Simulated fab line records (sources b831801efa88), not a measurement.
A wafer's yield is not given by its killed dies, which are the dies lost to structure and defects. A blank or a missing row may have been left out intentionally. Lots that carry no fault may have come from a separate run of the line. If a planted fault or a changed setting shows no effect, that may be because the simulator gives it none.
What tool caused it? / flow gf180mcu / 12 lots (36 wafers sampled), 1 step of a 602-step route

== WHAT EACH GAUGE READ, for each wafer ==
GF_M2_RS_MEAS_05: a four-point-probe measurement.
lot=L075; measured=day 18 09:53; on=filmMetro-01; M2_ALCU_RS (ohm/sq)=0.0711 0.0707 0.0699
lot=L077; measured=day 18 23:38; on=filmMetro-01; M2_ALCU_RS (ohm/sq)=0.0700 0.0707 0.0703
lot=L079; measured=day 19 23:47; on=filmMetro-02; M2_ALCU_RS (ohm/sq)=0.0692 0.0692 0.0695
lot=L081; measured=day 20 23:08; on=filmMetro-02; M2_ALCU_RS (ohm/sq)=0.0693 0.0697 0.0695
lot=L083; measured=day 21 14:11; on=filmMetro-01; M2_ALCU_RS (ohm/sq)=0.0696 0.0701 0.0691
lot=L085; measured=day 22 11:28; on=filmMetro-01; M2_ALCU_RS (ohm/sq)=0.0684 0.0695 0.0690
lot=L087; measured=day 23 04:35; on=filmMetro-02; M2_ALCU_RS (ohm/sq)=0.0696 0.0694 0.0694
lot=L089; measured=day 23 23:37; on=filmMetro-02; M2_ALCU_RS (ohm/sq)=0.0699 0.0701 0.0705
lot=L091; measured=day 25 01:02; on=filmMetro-03; M2_ALCU_RS (ohm/sq)=0.0701 0.0695 0.0692
lot=L093; measured=day 25 09:36; on=filmMetro-02; M2_ALCU_RS (ohm/sq)=0.0698 0.0712 0.0706
lot=L095; measured=day 25 17:11; on=filmMetro-01; M2_ALCU_RS (ohm/sq)=0.0703 0.0695 0.0693
lot=L097; measured=day 26 10:37; on=filmMetro-03; M2_ALCU_RS (ohm/sq)=0.0686 0.0691 0.0693

== TOOL THAT RAN EACH LOT (tool first, then ch and the chambers of the sampled wafers, then the start) ==
The record holds no process step before these readings.

== THE ANSWER, worked out from the rows above alone ==
Rule: usual is defined by the lots themselves. Put in order of their means at a reading, lots are off if they are a third of the lots or fewer, leave a main group of 4 or more, and stand apart from it by a gap of 3 or more times the standard deviation of the main group's means; of several such gaps the widest counts. Not used: any main group whose means are identical at the precision the tables above print for the reading. Also off: a lot with no number at a reading for which 4 or more lots have one. Any other lot the step has rows for is counted as sound.
No lot is off on any of the readings shown, so nothing can be concluded from this.

== WHAT THE SIMULATOR PUT IN ==
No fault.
